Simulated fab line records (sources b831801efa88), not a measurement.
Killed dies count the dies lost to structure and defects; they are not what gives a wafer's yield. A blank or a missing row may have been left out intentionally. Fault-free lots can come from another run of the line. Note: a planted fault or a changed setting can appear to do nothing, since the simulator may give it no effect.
What tool caused it? -- flow sky130 -- 7 lots (21 wafers sampled), 1 step of a 708-step route

WHAT EACH GAUGE READ, for each wafer
SKY_GATE_OXIDE_THK_MEAS_02.
lot,measured,on,GATE_OXIDE_OXIDATION_00_THK (nm)
L447,day 13 09:12,film_metro-01,9.90 9.71 9.79
L449,day 14 20:50,film_metro-02,10.35 10.41 10.37
L454,day 16 09:18,film_metro-01,10.48 10.56 10.63
L456,day 16 12:05,film_metro-01,10.62 10.56 10.58
L463,day 19 02:17,film_metro-04,10.08 10.14 9.93
L466,day 20 07:57,film_metro-02,10.36 10.12 10.25
L468,day 20 23:23,film_metro-02,10.06 10.13 10.02

TOOL THAT RAN EACH LOT (tool first, then ch and the chambers of the sampled wafers, then the start)
Record: no process step prior to these readings.

THE ANSWER, worked out from the rows above alone
Rule: what is usual is taken from the lots themselves. The widest of any qualifying gaps counts: lots, ordered by their means at a reading, are off when they make up no more than a third of the lots, leave a main group of 4 or more, and stand apart from it by 3 or more times the standard deviation of that group's means. A main group is skipped when, at the precision printed for the reading in the tables above, its means are all equal. A lot without any number at a reading at which 4 lots or more have one is off too. Where the step has rows for the other lots, those lots are counted as sound.
No lot is off at any reading shown: from this, nothing can be told.

WHAT THE SIMULATOR HAD PUT IN
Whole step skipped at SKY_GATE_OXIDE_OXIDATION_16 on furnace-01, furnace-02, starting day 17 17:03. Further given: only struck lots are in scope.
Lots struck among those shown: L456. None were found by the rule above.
